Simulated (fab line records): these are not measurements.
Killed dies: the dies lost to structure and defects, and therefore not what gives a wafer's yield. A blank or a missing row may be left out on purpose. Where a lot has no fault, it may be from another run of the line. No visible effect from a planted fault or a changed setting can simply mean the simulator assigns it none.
fab line records	flow gf180mcu
record lots=13	wafers=39	last-day=32
route steps=602 shown LVPWELL@58 MVSD@76 VT_IMPLANT@122 POLY_GATE@170
lots that met no fault: from a run of the same line without faults
start-h: the number of hours between the record's first day and the start of the first shown wafer of the lot	wait-h: time in hours since the lot's previous step	" repeats the value in the row above	L1.1+2: one row covering several wafers at once	- no value, or no start given	* or withheld: withheld	< > ~ a bound
route shown NAME@n: NAME is a module with steps in the file, n the number in the route of the first one	usual: mean and standard deviation over wafers with no fault	same: alike in all rows	chamber/n: place in a boat	sites: each site's reading	_std_site: the values' standard deviation	_edge_site: outer sites' mean less inner sites'	radius-mm: for every site, how far away it sits from the centre of the wafer	mask NAME#n: copy n	behind: the last tool/chamber to shape the wafer	hold: reason for holding the lot/hours on hold/outcome of the hold	device: whichever transistor did not switch (one of n, p or np)	end of line: tests run on the same wafers once the route is complete	a step given without rows: its recipe and nothing more	killed: not the wafer's yield, but the dies lost to structure and defects at the first sort	map: a wafer's dies, x killed, . not, _ none there
set.NAME: the setting the step ran with; set.NAME@STEP: the setting that earlier step ran with	model.NAME: the simulator's own value behind a step, which no gauge read
the route's steps for a sample of lots (tables are steps, rows are wafers)
services: when a tool's chamber went out of use (start-h, in hours from the record's first day, below 0 if earlier), for how many hours, and the reason
## steps
# step GF_LVPWELL_EXPOSE_04
# recipe mask-id=LVPWELL	target-cd-nm=600	na=0.6	source-shape=conventional	sigma-outer=0.6	dose-mj=260
# usual stage-vel-mm-s=500.02/0.24
lot.wafer	tool	chamber	start-h	wait-h	mask	stage-vel-mm-s
L690.1	iline-stepper-01	0	60.46	-	LVPWELL#0	500.45
L690.2	"	0	"	"	LVPWELL#0	500.16
L690.4	"	0	"	"	LVPWELL#0	499.96
L691.1	iline-stepper-01	0	68.43	-	LVPWELL#0	500.13
L691.2	"	0	"	"	LVPWELL#0	500.24
L691.3	"	0	"	"	LVPWELL#0	499.78
L692.1	iline-stepper-01	0	72.66	-	LVPWELL#0	499.95
L692.4	"	0	"	"	LVPWELL#0	500.37
L692.6	"	0	"	"	LVPWELL#0	500.15
L694.3	iline-stepper-01	0	82.97	-	LVPWELL#0	499.62
L694.5	"	0	"	"	LVPWELL#0	499.76
L694.6	"	0	"	"	LVPWELL#0	499.40
L695.3	iline-stepper-01	0	89.15	-	LVPWELL#0	500.09
L695.4	"	0	"	"	LVPWELL#0	499.95
L695.5	"	0	"	"	LVPWELL#0	500.09
L697.1	iline-stepper-01	0	100.87	-	LVPWELL#0	500.01
L697.3	"	0	"	"	LVPWELL#0	500.04
L697.6	"	0	"	"	LVPWELL#0	499.93
L698.3	iline-stepper-01	0	106.11	-	LVPWELL#0	500.13
L698.5	"	0	"	"	LVPWELL#0	499.91
L698.6	"	0	"	"	LVPWELL#0	500.48
L699.1	iline-stepper-02	0	112.31	-	LVPWELL#0	500.10
L699.2	"	0	"	"	LVPWELL#0	499.76
L699.5	"	0	"	"	LVPWELL#0	500.03
L701.3	iline-stepper-02	0	122.94	-	LVPWELL#0	500.26
L701.5	"	0	"	"	LVPWELL#0	500.07
L701.6	"	0	"	"	LVPWELL#0	500.21
L702.4	iline-stepper-02	0	127.23	-	LVPWELL#0	500.14
L702.5	"	0	"	"	LVPWELL#0	500.20
L702.6	"	0	"	"	LVPWELL#0	500.00
L703.2	iline-stepper-01	0	136.63	-	LVPWELL#0	500.24
L703.3	"	0	"	"	LVPWELL#0	500.01
L703.4	"	0	"	"	LVPWELL#0	500.02
L704.1	iline-stepper-02	0	145.44	-	LVPWELL#0	500.11
L704.2	"	0	"	"	LVPWELL#0	500.04
L704.5	"	0	"	"	LVPWELL#0	500.02
L705.1	iline-stepper-02	0	146.61	-	MVSD#0	500.52
L705.2	"	0	"	"	MVSD#0	500.43
L705.5	"	0	"	"	MVSD#0	500.31
# step GF_LVPWELL_OVL_MEAS_07
# usual LVPWELL_OVL=0.9/1.6
lot.wafer	tool	chamber	start-h	wait-h	LVPWELL_OVL[nm]
L690.1	overlay-01	-	66.56	-	0.2
L690.2	"	-	"	"	-1.4
L690.4	"	-	"	"	-0.7
L691.1	overlay-02	-	74.68	-	3.0
L691.2	"	-	"	"	1.5
L691.3	"	-	"	"	2.0
L692.1	overlay-02	-	78.83	-	1.2
L692.4	"	-	"	"	3.0
L692.6	"	-	"	"	1.7
L694.3	overlay-02	-	89.93	-	1.2
L694.5	"	-	"	"	1.7
L694.6	"	-	"	"	2.6
L695.3	overlay-02	-	95.97	-	3.6
L695.4	"	-	"	"	3.7
L695.5	"	-	"	"	3.4
L697.1	overlay-02	-	107.97	-	0.9
L697.3	"	-	"	"	2.2
L697.6	"	-	"	"	0.6
L698.3	overlay-01	-	112.62	-	0.5
L698.5	"	-	"	"	3.1
L698.6	"	-	"	"	3.6
L699.1	overlay-01	-	119.41	-	-0.4
L699.2	"	-	"	"	-0.9
L699.5	"	-	"	"	0.5
L701.3	overlay-02	-	130.27	-	-1.7
L701.5	"	-	"	"	-0.6
L701.6	"	-	"	"	0.3
L702.4	overlay-01	-	134.45	-	1.1
L702.5	"	-	"	"	0.2
L702.6	"	-	"	"	1.8
L703.2	overlay-02	-	144.04	-	3.2
L703.3	"	-	"	"	3.0
L703.4	"	-	"	"	1.8
L704.1	overlay-01	-	151.96	-	-0.8
L704.2	"	-	"	"	-0.9
L704.5	"	-	"	"	-1.5
L705.1	overlay-01	-	152.90	-	-
L705.2	"	-	"	"	-
L705.5	"	-	"	"	-
# step GF_LVPWELL_TW_MEAS_11
# usual LVPWELL_TW=560.0/2.4
lot.wafer	tool	chamber	start-h	wait-h	LVPWELL_TW
L690.1	film-metro-01	-	66.99	0.1	555.6
L690.2	"	-	"	"	555.4
L690.4	"	-	"	"	557.9
L691.1	film-metro-01	-	75.12	0.1	558.4
L691.2	"	-	"	"	559.3
L691.3	"	-	"	"	560.9
L692.1	film-metro-02	-	79.27	0.1	558.5
L692.4	"	-	"	"	555.2
L692.6	"	-	"	"	556.6
L694.3	film-metro-04	-	90.38	0.1	559.4
L694.5	"	-	"	"	566.9
L694.6	"	-	"	"	562.4
L695.3	film-metro-04	-	96.41	0.1	558.9
L695.4	"	-	"	"	559.0
L695.5	"	-	"	"	563.1
L697.1	film-metro-01	-	108.41	0.1	558.9
L697.3	"	-	"	"	556.5
L697.6	"	-	"	"	558.2
L698.3	film-metro-01	-	113.06	0.1	557.4
L698.5	"	-	"	"	561.5
L698.6	"	-	"	"	556.3
L699.1	film-metro-04	-	119.84	0.1	563.0
L699.2	"	-	"	"	557.8
L699.5	"	-	"	"	560.4
L701.3	film-metro-04	-	130.71	0.1	560.8
L701.5	"	-	"	"	562.2
L701.6	"	-	"	"	564.4
L702.4	film-metro-04	-	134.90	0.1	561.3
L702.5	"	-	"	"	560.8
L702.6	"	-	"	"	558.7
L703.2	film-metro-04	-	144.56	0.2	558.2
L703.3	"	-	"	"	558.6
L703.4	"	-	"	"	557.2
L704.1	film-metro-04	-	152.42	0.1	559.9
L704.2	"	-	"	"	560.0
L704.5	"	-	"	"	560.8
L705.1	film-metro-04	-	153.34	0.1	30.0
L705.2	"	-	"	"	29.9
L705.5	"	-	"	"	30.1
# step GF_MVSD_STRIP_10
# recipe chemistry=O2/N2	power-w=1400	pressure-mtorr=1500	platen-temp-c=250	o2-flow-sccm=3000	n2-flow-sccm=300	overash-fraction=0.5
# usual drypump-motor-current-A=6.0/0.53	heater-power-w=330/41	o2-flow-sccm=3000/9.2	oes-product-au=0.723/0.0045	strip-time-to-endpoint-s=36.97/0.11
lot.wafer	tool	chamber	start-h	wait-h	drypump-motor-current-A	heater-power-w	o2-flow-sccm	oes-product-au	rf-hours-counter-h	strip-time-to-endpoint-s
L690.1	plasma-asher-03	1	80.35	0.1	5.7	276	2994	0.718	40	36.83
L690.2	"	0	"	"	5.8	361	2998	0.731	40	36.76
L690.4	"	0	"	"	5.8	359	2992	0.719	-	36.74
L691.1	plasma-asher-04	0	88.82	0.1	5.5	272	3011	0.720	45	36.99
L691.2	"	1	"	"	5.6	347	2997	0.716	45	36.87
L691.3	"	0	"	"	5.4	263	3009	0.720	-	36.99
L692.1	plasma-asher-02	0	93.07	0.1	6.8	354	3018	0.718	43	36.74
L692.4	"	1	"	"	6.5	352	2985	0.726	-	36.76
L692.6	"	0	"	"	6.8	352	2993	0.724	-	36.87
L694.3	plasma-asher-04	0	104.53	0.1	5.4	268	3005	0.718	-	37.08
L694.5	"	1	"	"	5.6	343	3002	0.728	-	37.10
L694.6	"	0	"	"	5.4	271	3012	0.729	-	37.16
L695.3	plasma-asher-03	1	110.83	0.1	5.7	266	3002	0.720	-	37.03
L695.4	"	0	"	"	5.8	368	2991	0.726	-	37.00
L695.5	"	0	"	"	5.8	366	2993	0.730	-	36.99
L697.1	plasma-asher-04	1	122.89	0.1	5.6	351	3003	0.723	1	37.23
L697.3	"	0	"	"	5.4	271	2994	0.716	-	37.04
L697.6	"	0	"	"	5.4	269	2997	0.719	-	36.98
L698.3	plasma-asher-02	1	128.50	0.1	6.5	353	3000	0.728	-	37.22
L698.5	"	1	"	"	6.5	366	3022	0.718	-	37.10
L698.6	"	0	"	"	6.8	356	3004	0.726	-	37.28
L699.1	plasma-asher-04	0	135.09	0.1	5.5	278	2999	0.730	2	37.10
L699.2	"	1	"	"	5.6	350	3011	0.719	2	37.17
L699.5	"	1	"	"	5.6	355	2999	0.725	-	37.12
L701.3	plasma-asher-02	0	150.40	0.1	6.8	355	2984	0.725	-	37.00
L701.5	"	0	"	"	6.8	349	2977	0.715	-	36.89
L701.6	"	1	"	"	6.5	361	3003	0.728	-	36.91
L702.4	plasma-asher-04	0	152.42	0.1	5.4	270	3001	0.717	-	36.77
L702.5	"	0	"	"	5.4	270	2999	0.720	-	36.88
L702.6	"	1	"	"	5.6	350	2991	0.723	-	36.80
L703.2	plasma-asher-02	1	156.79	0.1	6.5	354	3001	0.726	49	36.90
L703.3	"	0	"	"	6.8	358	3009	0.723	-	36.77
L703.4	"	1	"	"	6.5	355	3004	0.724	-	36.96
L704.1	plasma-asher-04	0	167.78	0.1	5.4	265	2999	0.724	6	36.97
L704.2	"	1	"	"	5.6	349	3013	0.729	6	36.96
L704.5	"	0	"	"	5.4	274	3002	0.712	-	36.86
L705.1	plasma-asher-04	1	169.87	0.1	5.6	361	3003	0.720	6	36.96
L705.2	"	0	"	"	5.4	264	3012	0.722	6	36.85
L705.5	"	1	"	"	5.6	360	3001	0.729	-	37.01
# step GF_VT_IMPLANT_TW_MEAS_32
# usual VT_IMPLANT_3_TW=269.3/1
lot.wafer	tool	chamber	start-h	wait-h	VT_IMPLANT_3_TW
L690.1	film-metro-04	-	139.16	0.1	268.4
L690.2	"	-	"	"	269.9
L690.4	"	-	"	"	271.0
L691.1	film-metro-04	-	151.39	0.1	268.9
L691.2	"	-	"	"	269.8
L691.3	"	-	"	"	269.2
L692.1	film-metro-03	-	152.68	0.1	268.7
L692.4	"	-	"	"	271.2
L692.6	"	-	"	"	270.8
L694.3	film-metro-03	-	171.24	0.1	269.8
L694.5	"	-	"	"	269.5
L694.6	"	-	"	"	269.7
L695.3	film-metro-03	-	171.62	0.1	270.1
L695.4	"	-	"	"	269.4
L695.5	"	-	"	"	269.2
L697.1	film-metro-03	-	186.74	0.1	269.8
L697.3	"	-	"	"	268.9
L697.6	"	-	"	"	270.8
L698.3	film-metro-03	-	188.82	0.1	267.6
L698.5	"	-	"	"	267.8
L698.6	"	-	"	"	269.1
L699.1	film-metro-04	-	204.99	0.1	269.0
L699.2	"	-	"	"	270.2
L699.5	"	-	"	"	268.2
L701.3	film-metro-03	-	216.51	0.1	269.4
L701.5	"	-	"	"	270.3
L701.6	"	-	"	"	269.8
L702.4	film-metro-03	-	219.42	0.1	269.3
L702.5	"	-	"	"	269.0
L702.6	"	-	"	"	268.8
L703.2	film-metro-04	-	226.05	0.1	267.3
L703.3	"	-	"	"	269.8
L703.4	"	-	"	"	268.1
L704.1	film-metro-03	-	237.00	0.1	269.6
L704.2	"	-	"	"	270.1
L704.5	"	-	"	"	268.9
L705.1	film-metro-03	-	239.40	0.1	269.4
L705.2	"	-	"	"	267.6
L705.5	"	-	"	"	270.1
# step GF_POLY_GATE_ETCH_13
# recipe target=poly-Si	target-depth-nm=198.5	stop-on=SiO2	over-etch-frac=0.403	chemistry=HBr/Cl2	icp-w=400	bias-w=100	pressure-mtorr=10	HBr_flow_sccm=150	Cl2_flow_sccm=50	time-s=69.6
# usual HBr_flow_sccm=150.0/0.42	bias-w=100.0/0.3	drypump-motor-current-A=5.9/0.45	oes-product-au=0.990/0.0067	rf-fwd-power-W=397.0/1.5	throttle-valve-pct=33.684/0.0095
lot.wafer	tool	chamber	start-h	wait-h	HBr_flow_sccm	bias-w	drypump-motor-current-A	oes-product-au	rf-fwd-power-W	rf-hours-counter-h	throttle-valve-pct
L690.1	rie-si-02	3	193.96	-	149.8	100.3	5.3	0.993	396.6	4	33.674
L690.2	"	0	"	"	150.4	99.9	6.2	0.988	394.3	1	33.694
L690.4	"	2	"	"	149.6	100.1	5.3	0.997	397.8	2	33.688
L691.1	rie-si-02	0	207.60	-	149.8	99.9	6.1	0.982	396.7	1	33.679
L691.2	"	1	"	"	150.6	100.4	6.0	0.989	395.3	9	33.667
L691.3	"	3	"	"	149.7	99.3	5.3	0.986	395.1	4	33.663
L692.1	rie-si-01	3	208.61	-	151.1	99.7	5.9	0.979	397.2	108	33.684
L692.4	"	1	"	"	149.9	99.5	6.3	0.987	396.6	2	33.689
L692.6	"	3	"	"	150.8	100.0	5.9	0.975	398.1	-	33.671
L695.3	rie-si-01	1	232.26	-	149.7	99.8	6.3	0.985	398.5	2	33.675
L695.4	"	0	"	"	150.1	99.7	6.2	0.996	395.3	1	33.680
L695.5	"	2	"	"	150.0	100.5	6.6	0.988	394.6	-	33.678
L694.3	rie-si-02	2	232.61	-	149.9	100.0	5.3	0.979	397.1	3	33.687
L694.5	"	3	"	"	150.6	100.3	5.3	0.983	397.0	-	33.667
L694.6	"	0	"	"	150.3	99.2	6.1	0.989	394.4	-	33.681
L697.1	rie-si-01	2	247.86	-	149.6	100.1	6.6	0.995	395.1	1	33.691
L697.3	"	1	"	"	150.7	99.9	6.3	0.987	396.2	2	33.682
L697.6	"	3	"	"	150.2	99.9	5.9	0.978	396.7	-	33.678
L698.3	rie-si-01	1	250.66	-	149.5	100.2	6.3	1.001	394.9	2	33.679
L698.5	"	0	"	"	150.0	100.4	6.2	0.997	396.0	-	33.690
L698.6	"	1	"	"	149.6	100.2	6.3	1.000	395.1	-	33.680
L699.1	rie-si-02	2	265.46	-	150.1	100.2	5.3	0.979	398.8	3	33.693
L699.2	"	0	"	"	149.9	100.1	6.1	0.993	396.7	2	33.701
L699.5	"	1	"	"	150.5	100.5	6.0	0.993	397.0	-	33.675
L701.3	rie-si-02	3	278.81	-	150.4	99.4	5.3	0.989	395.8	5	33.695
L701.5	"	0	"	"	149.9	99.6	6.1	0.994	394.4	-	33.698
L701.6	"	1	"	"	150.3	100.1	6.0	0.995	398.5	-	33.668
L702.4	rie-si-01	2	282.22	-	149.6	100.4	6.6	1.001	395.1	-	33.673
L702.5	"	1	"	"	149.6	99.9	6.3	0.991	398.0	-	33.678
L702.6	"	0	"	"	150.1	99.9	6.2	1.000	397.5	-	33.694
L703.2	rie-si-02	2	291.89	-	149.8	100.3	5.3	0.982	399.0	3	33.667
L703.3	"	1	"	"	149.8	99.8	6.0	0.997	397.5	10	33.696
L703.4	"	0	"	"	149.9	99.8	6.2	0.990	397.9	2	33.685
L704.1	rie-si-01	0	301.11	-	149.7	100.3	6.2	0.991	398.6	1	33.677
L704.2	"	3	"	"	150.2	100.0	5.9	0.984	397.2	0	33.695
L704.5	"	2	"	"	150.0	100.2	6.6	0.989	393.3	-	33.686
L705.1	rie-si-02	3	303.31	-	149.4	100.1	5.3	0.984	398.0	5	33.684
L705.2	"	0	"	"	149.4	99.3	6.1	0.995	396.5	2	33.694
L705.5	"	2	"	"	149.9	99.3	5.3	0.988	396.5	-	33.682
## services
tool	chamber	start-h	hours	kind
iline-stepper-02	-	47.93	0.9	repair
rie-si-02	0	48.50	-	clean
rie-si-02	0	48.50	14.6	scheduled-down
rie-si-02	0	48.50	14.6	vent-cycle
iline-stepper-02	-	73.47	1.3	repair
iline-stepper-01	-	103.90	1.7	pm
plasma-asher-02	-	104.80	11.6	repair
plasma-asher-04	-	108.80	9.0	pm
plasma-asher-04	0	108.80	9.0	vent-cycle
iline-stepper-02	-	128.99	15.5	repair
plasma-asher-03	-	135.80	14.6	pm
iline-stepper-01	-	137.31	11.5	repair
iline-stepper-01	0	148.54	-	calibration
iline-stepper-02	-	176.86	2.1	pm
plasma-asher-03	-	179.15	2.8	pm
plasma-asher-02	-	183.82	3.4	repair
iline-stepper-02	-	192.47	1.7	pm
rie-si-01	0	210.28	6.9	repair
rie-si-02	2	252.47	3.6	repair
iline-stepper-02	-	260.86	2.2	repair
rie-si-01	-	261.65	4.3	pm
rie-si-01	-	269.29	2.8	pm
iline-stepper-01	-	298.51	2.1	pm
iline-stepper-01	-	300.59	-	consumable-replace:lamp
## key
first-sign step=GF_LVPWELL_EXPOSE_04	reading=mask	direction=changed
effect step=GF_LVPWELL_OVL_MEAS_07	reading=LVPWELL_OVL	direction=missing
effect step=GF_LVPWELL_TW_MEAS_11	reading=LVPWELL_TW	direction=down	sigmas=99+	usual=560.0	struck=30.0
met-at GF_LVPWELL_EXPOSE_04
struck-lots L705
sort-left-out L705.1,L705.2,L705.5
tester-left-out L705
not-acting-at GF_MVSD_STRIP_10,GF_VT_IMPLANT_TW_MEAS_32,GF_POLY_GATE_ETCH_13
onset-between 145.44 146.61
fault kind=wrong-mask	tool=any	chamber=-	onset-h=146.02	steps=GF_LVPWELL_EXPOSE_04	aux-copy=MVSD#0	scope=struck-lots-only
# tester-left-out: of these lots the tester's yield and bins aren't shown, on N5 and GAA mostly nor the transistor test; their killed dies are dies lost to structure and defects alone, not to doping, threshold or leakage, so they don't give the yield
# sort-left-out: the simulated sort isn't trusted on such a fault, so these wafers' sort isn't shown, and their yield isn't known
